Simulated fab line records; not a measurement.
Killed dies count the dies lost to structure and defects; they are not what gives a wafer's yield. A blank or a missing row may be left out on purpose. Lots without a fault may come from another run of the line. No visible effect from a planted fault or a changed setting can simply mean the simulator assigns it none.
fab line records	flow gf180mcu
record: lots: 24	wafers: 72	lastDay: 34
route steps=602 shown V3@451 V4@492 MIM@511 V5@541
lots that met no fault: taken from a fault-free run of the same line
startH: hours from the record's first day to the start of the lot's first wafer shown	waitH: hours since the lot's step before	" repeats the value in the row above	L1.1+2: one row covering several wafers at once	- either no value or no given start	* or withheld: withheld	< > ~ a bound
route shown NAME@n: a module of which the file shows steps, and the number in the route of the first	usual: mean/standard deviation taken from wafers without a fault	same: alike in all rows	chamber/n: place in a boat	sites: the reading at each site	_std_site: standard deviation across them	_edge_site: inner sites' mean taken away from outer sites' mean	radiusMm: for every site, how far away it sits from the centre of the wafer	mask NAME#n: copy n	behind: the most recent tool/chamber to have shaped the wafer	hold: what put the lot on hold/how long, in hours/how the hold closed	device: which transistor (n, p or np) failed to switch	end of line: at the end of the route, the tests of the same wafers	step lacking rows: just its recipe	killed: count of dies lost to structure and defects at first sort (not the wafer's yield)	map: shows each die of a wafer: x if killed, . if not, _ if none is there
set.NAME: the run value of the setting; set.NAME@STEP: its run value at that earlier step	model.NAME: the simulator's own value behind a step, which no gauge read
a sample of lots followed through the steps of the route, with each step as a table and each wafer as a row
services: when a tool's chamber went out of use (startH, in hours from the record's first day, below 0 if earlier), for how many hours, and the reason
== steps ==
step: GF_V3_SPUTTER_22
recipe: material: TiN	targetThkNm: 10	chamberPressurePa: 5	powerW: 4000	timeS: 40
usual: throttleValvePct: 30.1/0.94
lot.wafer	tool	chamber	startH	waitH	throttleValvePct
L074.1	pvdSputter-04	-	501.85	0.0	30.1
L074.2	"	-	"	"	31.4
L074.6	"	-	"	"	29.0
L075.2	pvdSputter-02	-	533.68	0.0	31.9
L075.3	"	-	"	"	30.9
L075.4	"	-	"	"	30.4
L076.1	pvdSputter-01	-	549.55	0.0	30.7
L076.2	"	-	"	"	28.6
L076.3	"	-	"	"	30.0
L077.1	pvdSputter-01	-	550.36	0.0	29.0
L077.3	"	-	"	"	30.7
L077.5	"	-	"	"	30.6
L078.1	pvdSputter-02	-	564.67	0.0	30.4
L078.4	"	-	"	"	30.8
L078.5	"	-	"	"	31.0
L079.1	pvdSputter-02	-	575.52	0.0	30.2
L079.4	"	-	"	"	30.8
L079.5	"	-	"	"	31.0
L081.3	pvdSputter-04	-	581.96	0.0	29.1
L081.5	"	-	"	"	30.9
L081.6	"	-	"	"	29.8
L080.1	pvdSputter-01	-	582.02	0.0	30.2
L080.2	"	-	"	"	30.4
L080.3	"	-	"	"	28.6
L082.3	pvdSputter-04	-	592.79	0.0	29.7
L082.4	"	-	"	"	30.9
L082.5	"	-	"	"	31.1
L083.1	pvdSputter-02	-	594.69	0.0	30.9
L083.3	"	-	"	"	31.9
L083.6	"	-	"	"	29.2
L084.3	pvdSputter-02	-	612.27	0.0	32.0
L084.5	"	-	"	"	31.0
L084.6	"	-	"	"	31.6
L085.1	pvdSputter-01	-	620.86	0.0	30.6
L085.2	"	-	"	"	28.6
L085.6	"	-	"	"	28.7
L087.2	pvdSputter-01	-	624.88	0.0	28.6
L087.3	"	-	"	"	30.1
L087.5	"	-	"	"	29.8
L086.4	pvdSputter-01	-	626.13	0.0	28.5
L086.5	"	-	"	"	29.9
L086.6	"	-	"	"	29.3
L088.2	pvdSputter-01	-	640.66	0.0	28.7
L088.4	"	-	"	"	29.4
L088.5	"	-	"	"	30.5
L089.1	pvdSputter-04	-	649.35	0.0	30.3
L089.2	"	-	"	"	29.6
L089.6	"	-	"	"	29.2
L090.1	pvdSputter-04	-	650.05	0.0	30.1
L090.3	"	-	"	"	29.3
L090.6	"	-	"	"	29.1
L091.1	pvdSputter-02	-	651.95	0.0	30.6
L091.3	"	-	"	"	30.2
L091.6	"	-	"	"	29.2
L092.4	pvdSputter-04	-	667.10	0.0	30.2
L092.5	"	-	"	"	29.8
L092.6	"	-	"	"	31.2
L093.1	pvdSputter-02	-	668.05	0.0	28.9
L093.2	"	-	"	"	30.5
L093.6	"	-	"	"	30.3
L094.1	pvdSputter-02	-	673.25	0.0	31.0
L094.3	"	-	"	"	30.4
L094.4	"	-	"	"	29.4
L095.2	pvdSputter-02	-	682.45	0.0	30.7
L095.4	"	-	"	"	29.1
L095.6	"	-	"	"	32.2
L096.2	pvdSputter-02	-	685.02	0.0	30.4
L096.5	"	-	"	"	30.8
L096.6	"	-	"	"	30.3
L097.1	pvdSputter-04	-	690.65	0.0	30.4
L097.4	"	-	"	"	31.2
L097.6	"	-	"	"	30.0
step: GF_V3_THK_MEAS_25
recipe: thkMeasGauge: xrf	reads: W_of_V3_CVD_23
usual: V3_W_THK: 351/7.8
lot.wafer	tool	chamber	startH	waitH	V3_W_THK[nm]
L074.1	filmMetro-04	-	502.12	0.1	347
L074.2	"	-	"	"	364
L074.6	"	-	"	"	361
L075.2	filmMetro-02	-	534.12	0.1	350
L075.3	"	-	"	"	344
L075.4	"	-	"	"	348
L076.1	filmMetro-04	-	549.83	0.1	362
L076.2	"	-	"	"	350
L076.3	"	-	"	"	361
L077.1	filmMetro-02	-	550.63	0.1	351
L077.3	"	-	"	"	352
L077.5	"	-	"	"	342
L078.1	filmMetro-02	-	564.94	0.1	350
L078.4	"	-	"	"	354
L078.5	"	-	"	"	346
L079.1	filmMetro-02	-	575.80	0.1	359
L079.4	"	-	"	"	346
L079.5	"	-	"	"	364
L081.3	filmMetro-04	-	582.25	0.1	346
L081.5	"	-	"	"	351
L081.6	"	-	"	"	351
L080.1	filmMetro-03	-	582.29	0.1	368
L080.2	"	-	"	"	351
L080.3	"	-	"	"	348
L082.3	filmMetro-04	-	593.20	0.1	368
L082.4	"	-	"	"	367
L082.5	"	-	"	"	365
L083.1	filmMetro-02	-	594.96	0.1	344
L083.3	"	-	"	"	340
L083.6	"	-	"	"	342
L084.3	filmMetro-03	-	612.56	0.1	352
L084.5	"	-	"	"	352
L084.6	"	-	"	"	355
L085.1	filmMetro-02	-	621.13	0.1	348
L085.2	"	-	"	"	344
L085.6	"	-	"	"	341
L087.2	filmMetro-03	-	625.16	0.1	367
L087.3	"	-	"	"	347
L087.5	"	-	"	"	363
L086.4	filmMetro-04	-	626.43	0.1	346
L086.5	"	-	"	"	350
L086.6	"	-	"	"	351
L088.2	filmMetro-02	-	640.94	0.1	336
L088.4	"	-	"	"	351
L088.5	"	-	"	"	356
L089.1	filmMetro-02	-	649.63	0.1	342
L089.2	"	-	"	"	355
L089.6	"	-	"	"	341
L090.1	filmMetro-04	-	650.33	0.1	360
L090.3	"	-	"	"	350
L090.6	"	-	"	"	354
L091.1	filmMetro-02	-	652.23	0.1	346
L091.3	"	-	"	"	348
L091.6	"	-	"	"	346
L092.4	filmMetro-02	-	667.40	0.1	352
L092.5	"	-	"	"	338
L092.6	"	-	"	"	355
L093.1	filmMetro-04	-	668.32	0.1	338
L093.2	"	-	"	"	357
L093.6	"	-	"	"	362
L094.1	filmMetro-04	-	673.52	0.1	347
L094.3	"	-	"	"	345
L094.4	"	-	"	"	362
L095.2	filmMetro-02	-	682.73	0.1	346
L095.4	"	-	"	"	349
L095.6	"	-	"	"	353
L096.2	filmMetro-02	-	685.30	0.1	352
L096.5	"	-	"	"	350
L096.6	"	-	"	"	344
L097.1	filmMetro-03	-	690.92	0.1	351
L097.4	"	-	"	"	347
L097.6	"	-	"	"	350
step: GF_V4_ETCH_16
recipe: chemistry: N2/H2	targetDepthA: withheld	overetchA: withheld	timeS: withheld	target: BARC	ionEnergyEv: 200	sourceW: 500	biasW: 100	pressureMtorr: 30	n2FlowSccm: 100	h2FlowSccm: 200
usual: drypumpMotorCurrentA: 5.6/0.43	oesProductAu: 0.854/0.0046	throttleValvePct: 13.224/0.0093
lot.wafer	tool	chamber	startH	waitH	drypumpMotorCurrentA	oesProductAu	throttleValvePct
L074.1	rieDiel-02	2	550.46	0.0	5.4	0.859	13.236
L074.2	"	3	"	"	5.0	0.856	13.223
L074.6	"	1	"	"	5.9	0.858	13.231
L075.2	rieDiel-02	1	580.28	0.0	5.9	0.852	13.231
L075.3	"	2	"	"	5.4	0.865	13.222
L075.4	"	0	"	"	6.0	0.852	13.212
L076.1	rieDiel-03	2	594.68	0.0	5.3	0.850	13.233
L076.2	"	0	"	"	4.9	0.853	13.211
L076.3	"	1	"	"	6.3	0.850	13.220
L077.1	rieDiel-04	0	595.69	0.0	5.4	0.858	13.240
L077.3	"	2	"	"	6.0	0.853	13.213
L077.5	"	2	"	"	6.0	0.849	13.221
L078.1	rieDiel-02	1	609.04	0.0	5.8	0.852	13.216
L078.4	"	1	"	"	5.8	0.854	13.228
L078.5	"	3	"	"	5.1	0.858	13.225
L079.1	rieDiel-04	0	619.33	0.0	5.4	0.857	13.203
L079.4	"	3	"	"	5.1	0.855	13.228
L079.5	"	2	"	"	6.0	0.852	13.218
L081.3	rieDiel-03	0	625.74	0.0	4.8	0.859	13.212
L081.5	"	3	"	"	5.9	0.855	13.225
L081.6	"	1	"	"	6.3	0.854	13.241
L080.1	rieDiel-04	2	626.43	0.0	6.0	0.851	13.223
L080.2	"	0	"	"	5.4	0.862	13.212
L080.3	"	1	"	"	5.8	0.850	13.229
L082.3	rieDiel-02	2	635.46	0.0	5.4	0.862	13.226
L082.4	"	3	"	"	5.1	0.864	13.216
L082.5	"	2	"	"	5.4	0.854	13.212
L083.1	rieDiel-03	0	637.58	0.0	4.9	0.856	13.231
L083.3	"	3	"	"	5.9	0.857	13.231
L083.6	"	0	"	"	4.9	0.853	13.226
L084.3	rieDiel-02	1	655.23	0.0	5.9	0.851	13.228
L084.5	"	3	"	"	5.1	0.855	13.247
L084.6	"	0	"	"	6.0	0.854	13.213
L085.1	rieDiel-02	0	661.63	0.0	6.0	0.850	13.222
L085.2	"	1	"	"	5.9	0.853	13.227
L085.6	"	2	"	"	5.3	0.857	13.217
L087.2	rieDiel-04	3	666.69	0.0	5.1	0.856	13.217
L087.3	"	2	"	"	6.0	0.850	13.225
L087.5	"	1	"	"	5.8	0.854	13.221
L086.4	rieDiel-02	1	667.34	0.0	5.9	0.850	13.217
L086.5	"	2	"	"	5.3	0.853	13.221
L086.6	"	3	"	"	5.1	0.859	13.230
L088.2	rieDiel-03	2	681.85	0.0	5.3	0.851	13.226
L088.4	"	0	"	"	4.8	0.852	13.227
L088.5	"	2	"	"	5.3	0.857	13.214
L089.1	rieDiel-02	2	690.21	0.0	5.4	0.846	13.222
L089.2	"	0	"	"	6.0	0.847	13.231
L089.6	"	3	"	"	5.1	0.852	13.217
L090.1	rieDiel-02	3	690.65	0.0	5.1	0.851	13.229
L090.3	"	1	"	"	5.9	0.856	13.230
L090.6	"	2	"	"	5.4	0.852	13.224
L091.1	rieDiel-02	0	692.93	0.0	6.0	0.857	13.242
L091.3	"	1	"	"	5.9	0.857	13.222
L091.6	"	3	"	"	5.1	0.850	13.213
L092.4	rieDiel-03	1	706.64	0.0	6.3	0.861	13.223
L092.5	"	0	"	"	4.9	0.852	13.233
L092.6	"	1	"	"	6.3	0.850	13.217
L093.1	rieDiel-02	3	708.04	0.0	5.0	0.856	13.205
L093.2	"	1	"	"	5.9	0.857	13.238
L093.6	"	0	"	"	5.9	0.857	13.214
L094.1	rieDiel-02	0	713.48	0.0	5.9	0.855	13.201
L094.3	"	2	"	"	5.4	0.851	13.232
L094.4	"	1	"	"	5.9	0.849	13.229
L095.2	rieDiel-04	2	722.44	0.0	6.0	0.853	13.220
L095.4	"	1	"	"	5.9	0.860	13.230
L095.6	"	2	"	"	6.0	0.858	13.227
L096.2	rieDiel-02	1	724.94	0.0	5.9	0.856	13.221
L096.5	"	3	"	"	5.1	0.847	13.214
L096.6	"	2	"	"	5.4	0.858	13.218
L097.1	rieDiel-04	2	730.22	0.0	6.0	0.858	13.217
L097.4	"	3	"	"	5.1	0.843	13.236
L097.6	"	1	"	"	5.8	0.853	13.226
step: GF_MIM_SPUTTER_08
recipe: material: AlCu	targetThkNm: 200	powerW: 10600	timeS: 10.6	chamberPressurePa: 0.4
usual: throttleValvePct: 29.7/1.1
lot.wafer	tool	chamber	startH	waitH	throttleValvePct
L074.1	pvdSputter-01	-	552.40	0.0	30.6
L074.2	"	-	"	"	28.9
L074.6	"	-	"	"	28.7
L075.2	pvdSputter-02	-	581.99	0.0	30.7
L075.3	"	-	"	"	29.2
L075.4	"	-	"	"	30.5
L076.1	pvdSputter-03	-	596.53	0.0	28.7
L076.2	"	-	"	"	30.6
L076.3	"	-	"	"	29.2
L077.1	pvdSputter-03	-	597.55	0.0	29.2
L077.3	"	-	"	"	28.0
L077.5	"	-	"	"	28.1
L078.1	pvdSputter-02	-	610.78	0.0	31.8
L078.4	"	-	"	"	29.9
L078.5	"	-	"	"	29.1
L079.1	pvdSputter-03	-	621.04	0.0	28.1
L079.4	"	-	"	"	29.1
L079.5	"	-	"	"	29.0
L081.3	pvdSputter-03	-	627.58	0.0	29.5
L081.5	"	-	"	"	29.0
L081.6	"	-	"	"	29.2
L080.1	pvdSputter-01	-	628.18	0.0	30.0
L080.2	"	-	"	"	30.8
L080.3	"	-	"	"	28.5
L082.3	pvdSputter-03	-	637.48	0.0	31.0
L082.4	"	-	"	"	28.0
L082.5	"	-	"	"	29.3
L083.1	pvdSputter-03	-	639.39	0.0	30.8
L083.3	"	-	"	"	28.7
L083.6	"	-	"	"	28.7
L084.3	pvdSputter-01	-	656.97	0.0	29.9
L084.5	"	-	"	"	30.2
L084.6	"	-	"	"	28.7
L085.1	pvdSputter-02	-	663.34	0.0	31.0
L085.2	"	-	"	"	32.1
L085.6	"	-	"	"	29.0
L087.2	pvdSputter-02	-	668.40	0.0	29.0
L087.3	"	-	"	"	30.6
L087.5	"	-	"	"	29.1
L086.4	pvdSputter-02	-	669.05	0.0	31.1
L086.5	"	-	"	"	31.8
L086.6	"	-	"	"	29.3
L088.2	pvdSputter-01	-	683.56	0.0	29.1
L088.4	"	-	"	"	29.9
L088.5	"	-	"	"	28.8
L089.1	pvdSputter-03	-	691.92	0.0	29.4
L089.2	"	-	"	"	29.1
L089.6	"	-	"	"	29.3
L090.1	pvdSputter-01	-	692.52	0.0	28.9
L090.3	"	-	"	"	29.2
L090.6	"	-	"	"	30.7
L091.1	pvdSputter-01	-	694.64	0.0	30.2
L091.3	"	-	"	"	28.9
L091.6	"	-	"	"	28.8
L092.4	pvdSputter-01	-	708.36	0.0	29.0
L092.5	"	-	"	"	30.5
L092.6	"	-	"	"	28.9
L093.1	pvdSputter-01	-	709.76	0.0	29.2
L093.2	"	-	"	"	28.8
L093.6	"	-	"	"	28.6
L094.1	pvdSputter-03	-	715.20	0.0	30.6
L094.3	"	-	"	"	29.1
L094.4	"	-	"	"	29.2
L095.2	pvdSputter-01	-	724.15	0.0	28.5
L095.4	"	-	"	"	30.3
L095.6	"	-	"	"	28.8
L096.2	pvdSputter-02	-	726.74	0.0	30.9
L096.5	"	-	"	"	29.3
L096.6	"	-	"	"	32.0
L097.1	pvdSputter-02	-	752.63	0.0	31.7
L097.4	"	-	"	"	29.0
L097.6	"	-	"	"	29.1
step: GF_V5_THK_MEAS_01
recipe: reads: SiO2_of_V5_CVD_00
usual: V5_CVD_00_THK: 301/4.5
lot.wafer	tool	chamber	startH	waitH	V5_CVD_00_THK[nm]
L074.1	filmMetro-03	-	600.16	0.0	301
L074.2	"	-	"	"	305
L074.6	"	-	"	"	298
L075.2	filmMetro-04	-	624.56	0.0	300
L075.3	"	-	"	"	306
L075.4	"	-	"	"	306
L076.1	filmMetro-02	-	638.72	0.0	301
L076.2	"	-	"	"	296
L076.3	"	-	"	"	301
L077.1	filmMetro-04	-	640.59	0.0	301
L077.3	"	-	"	"	297
L077.5	"	-	"	"	300
L078.1	filmMetro-03	-	651.95	0.0	300
L078.4	"	-	"	"	302
L078.5	"	-	"	"	305
L079.1	filmMetro-04	-	661.26	0.0	298
L079.4	"	-	"	"	297
L079.5	"	-	"	"	300
L081.3	filmMetro-02	-	668.43	0.0	300
L081.5	"	-	"	"	301
L081.6	"	-	"	"	300
L080.1	filmMetro-03	-	669.11	0.0	305
L080.2	"	-	"	"	301
L080.3	"	-	"	"	300
L082.3	filmMetro-03	-	677.64	0.0	298
L082.4	"	-	"	"	295
L082.5	"	-	"	"	299
L083.1	filmMetro-04	-	678.76	0.0	298
L083.3	"	-	"	"	303
L083.6	"	-	"	"	299
L084.3	filmMetro-04	-	696.48	0.0	298
L084.5	"	-	"	"	298
L084.6	"	-	"	"	296
L085.1	filmMetro-04	-	702.50	0.0	302
L085.2	"	-	"	"	307
L085.6	"	-	"	"	304
L087.2	filmMetro-03	-	707.19	0.0	310
L087.3	"	-	"	"	302
L087.5	"	-	"	"	306
L086.4	filmMetro-02	-	708.19	0.0	299
L086.5	"	-	"	"	293
L086.6	"	-	"	"	293
L088.2	filmMetro-02	-	721.77	0.0	294
L088.4	"	-	"	"	294
L088.5	"	-	"	"	297
L089.1	filmMetro-02	-	730.12	0.0	295
L089.2	"	-	"	"	310
L089.6	"	-	"	"	301
L090.1	filmMetro-03	-	730.21	0.0	297
L090.3	"	-	"	"	298
L090.6	"	-	"	"	299
L091.1	filmMetro-03	-	732.07	0.0	305
L091.3	"	-	"	"	300
L091.6	"	-	"	"	299
L092.4	filmMetro-04	-	741.89	0.0	298
L092.5	"	-	"	"	300
L092.6	"	-	"	"	296
L093.1	filmMetro-02	-	742.06	0.0	310
L093.2	"	-	"	"	305
L093.6	"	-	"	"	306
L094.1	filmMetro-03	-	743.37	0.0	301
L094.3	"	-	"	"	304
L094.4	"	-	"	"	301
L095.2	filmMetro-02	-	746.54	0.1	300
L095.4	"	-	"	"	299
L095.6	"	-	"	"	299
L096.2	filmMetro-04	-	747.03	0.0	298
L096.5	"	-	"	"	300
L096.6	"	-	"	"	309
L097.1	filmMetro-03	-	768.00	0.0	305
L097.4	"	-	"	"	309
L097.6	"	-	"	"	303
step: GF_V5_CMP_26
recipe: stopOn: SiO2	downForcePsi: 3.5	platenRpm: 60	tOverpolishS: 15	targetThkNm: 0	padVelocityMS: 0.94248
usual: headPressurePsi: 3.499/0.0068	motorCurrentA: 10.9/0.98	overpolishRunS: 15.000/0.0089	platenRpm: 60.00/0.038	retainingRingPressureFrac: 1.000/0.0049	timeToEndpointS: 89/3
lot.wafer	tool	chamber	startH	waitH	headPressurePsi	motorCurrentA	overpolishRunS	platenRpm	retainingRingPressureFrac	timeToEndpointS
L074.2	cmp-02	3	622.43	0.1	3.512	10.1	14.997	60.02	1.004	90
L074.1	"	0	"	"	3.505	11.0	14.997	59.97	0.995	92
L074.6	"	3	"	"	3.505	10.1	14.989	60.06	0.998	92
L075.4	cmp-01	0	646.39	0.1	3.486	10.3	15.002	59.98	1.006	92
L075.3	"	1	"	"	3.490	9.4	14.998	60.01	1.002	85
L075.2	"	2	"	"	3.506	10.0	15.009	60.04	0.989	90
L076.3	cmp-01	0	660.06	0.1	3.503	10.4	15.010	60.02	1.005	90
L076.2	"	1	"	"	3.506	10.4	14.993	59.99	1.004	91
L076.1	"	2	"	"	3.488	10.3	15.010	59.93	1.000	92
L077.1	cmp-02	3	662.35	0.1	3.495	10.1	14.993	59.95	1.006	95
L077.3	"	2	"	"	3.507	11.3	14.993	59.98	1.002	97
L077.5	"	0	"	"	3.494	10.3	15.014	59.97	1.002	91
L078.4	cmp-01	1	673.05	0.1	3.501	10.3	14.994	60.02	1.000	89
L078.1	"	3	"	"	3.494	12.1	14.996	60.01	1.003	88
L078.5	"	0	"	"	3.489	10.2	14.989	59.94	1.004	91
L079.4	cmp-01	1	681.86	0.1	3.501	10.0	14.994	60.04	0.995	88
L079.1	"	3	"	"	3.501	11.7	15.007	60.01	0.998	91
L079.5	"	1	"	"	3.507	10.4	14.982	59.94	0.988	91
L081.3	cmp-02	1	689.60	0.1	3.498	12.9	15.007	60.04	1.008	83
L081.6	"	0	"	"	3.500	11.2	14.996	60.04	0.992	86
L081.5	"	1	"	"	3.489	13.0	14.991	60.01	1.008	83
L080.3	cmp-02	2	689.97	0.1	3.490	10.8	14.983	59.97	0.994	91
L080.1	"	3	"	"	3.493	9.8	14.985	60.10	1.009	86
L080.2	"	0	"	"	3.503	10.3	15.011	60.02	1.001	89
L082.4	cmp-02	3	699.00	0.1	3.504	10.2	15.003	60.01	0.995	89
L082.3	"	0	"	"	3.504	11.0	15.003	59.95	1.005	85
L082.5	"	2	"	"	3.502	11.1	14.992	59.97	0.994	93
L083.3	cmp-01	2	699.80	0.1	3.493	9.4	14.999	59.98	1.003	89
L083.1	"	3	"	"	3.495	12.0	15.001	59.99	0.996	86
L083.6	"	1	"	"	3.507	9.9	15.006	60.06	0.996	88
L084.3	cmp-02	3	716.33	0.0	3.492	10.6	15.012	59.96	1.000	90
L084.5	"	3	"	"	3.488	10.9	15.009	60.03	0.996	85
L084.6	"	0	"	"	3.505	10.6	14.996	60.00	1.005	86
L085.1	cmp-01	3	723.05	0.1	3.500	12.0	14.998	59.91	1.005	90
L085.2	"	0	"	"	3.489	10.1	15.017	59.98	0.997	91
L085.6	"	3	"	"	3.489	11.7	15.001	59.90	1.002	87
L087.3	cmp-02	3	748.97	21.4	3.508	9.9	14.982	60.00	1.003	83
L087.2	"	2	"	"	3.491	10.9	15.020	60.00	0.998	85
L087.5	"	0	"	"	3.501	10.8	15.021	60.01	1.005	86
L086.4	cmp-02	0	749.32	21.6	3.493	10.7	14.983	59.98	0.997	86
L086.5	"	3	"	"	3.495	10.2	14.991	60.02	0.996	88
L086.6	"	0	"	"	3.500	10.5	14.985	59.91	0.991	88
L088.4	cmp-02	1	758.87	19.7	3.483	12.2	14.980	60.03	1.002	87
L088.2	"	0	"	"	3.505	11.0	15.008	59.97	0.999	90
L088.5	"	2	"	"	3.488	11.0	14.991	59.95	1.006	91
L089.1	cmp-02	1	769.17	12.0	3.496	12.5	14.994	60.04	0.999	86
L089.2	"	2	"	"	3.498	10.7	14.999	60.00	0.999	92
L089.6	"	0	"	"	3.502	11.0	14.995	59.99	0.994	91
L090.1	cmp-02	2	769.47	12.0	3.506	11.3	14.995	60.01	1.008	92
L090.3	"	3	"	"	3.504	10.1	15.001	59.93	1.001	89
L090.6	"	1	"	"	3.494	13.2	14.994	59.96	1.003	87
L091.3	cmp-02	0	771.17	10.3	3.499	10.4	15.003	60.07	1.004	85
L091.1	"	2	"	"	3.502	10.8	15.009	59.94	0.998	90
L091.6	"	1	"	"	3.494	12.3	14.997	60.04	0.997	86
L092.4	cmp-02	2	775.72	3.8	3.502	11.1	15.003	59.98	1.000	90
L092.5	"	1	"	"	3.504	12.1	14.999	60.03	0.999	90
L092.6	"	2	"	"	3.499	11.1	14.995	60.00	1.000	94
L093.1	cmp-01	3	775.85	3.3	3.513	12.2	15.009	60.00	0.997	86
L093.2	"	1	"	"	3.507	10.5	14.992	60.04	1.001	88
L093.6	"	3	"	"	3.503	12.0	14.992	60.00	1.000	86
L094.4	cmp-02	1	776.57	2.8	3.496	12.1	15.010	60.06	0.999	89
L094.1	"	2	"	"	3.509	10.5	15.004	60.01	1.002	89
L094.3	"	0	"	"	3.499	10.3	14.993	59.98	0.993	91
L095.4	cmp-02	2	776.87	2.4	3.508	11.1	15.003	59.95	1.004	95
L095.2	"	0	"	"	3.497	10.9	15.001	59.95	1.005	93
L095.6	"	3	"	"	3.497	10.5	14.994	59.96	1.008	92
L096.2	cmp-02	1	777.62	2.4	3.507	12.6	15.008	60.04	1.001	90
L096.5	"	2	"	"	3.491	10.5	14.996	60.02	0.993	97
L096.6	"	3	"	"	3.500	10.4	15.001	59.98	0.995	90
L097.4	cmp-01	3	790.76	0.0	3.505	10.9	15.015	60.01	1.003	88
L097.1	"	0	"	"	3.495	10.2	15.007	60.00	0.998	88
L097.6	"	0	"	"	3.495	10.1	15.003	60.02	0.997	90
== services ==
tool	chamber	startH	hours	kind
cmp-02	-	491.18	0.6	repair
pvdSputter-02	-	507.27	22.3	repair
cmp-01	-	511.98	0.9	repair
cmp-01	-	524.60	1.3	repair
pvdSputter-02	-	525.05	1.4	repair
rieDiel-02	2	539.89	3.0	repair
pvdSputter-02	-	543.64	8.2	repair
cmp-02	-	549.07	3.7	repair
cmp-02	-	554.89	6.3	pm
cmp-01	-	573.51	4.0	pm
cmp-01	-	579.10	5.4	pm
pvdSputter-02	-	591.56	0.6	repair
rieDiel-02	2	594.71	4.2	repair
rieDiel-02	1	614.41	4.7	repair
pvdSputter-01	-	631.86	8.5	repair
cmp-02	-	672.38	3.4	pm
rieDiel-02	-	678.49	0.9	repair
cmp-02	-	704.18	2.2	repair
cmp-02	-	709.46	0.5	repair
cmp-02	-	720.03	24.3	pm
rieDiel-02	3	731.77	5.2	repair
cmp-02	-	744.37	4.0	pm
pvdSputter-02	-	745.47	0.8	repair
rieDiel-02	-	753.30	1.1	repair
== key ==
fault none
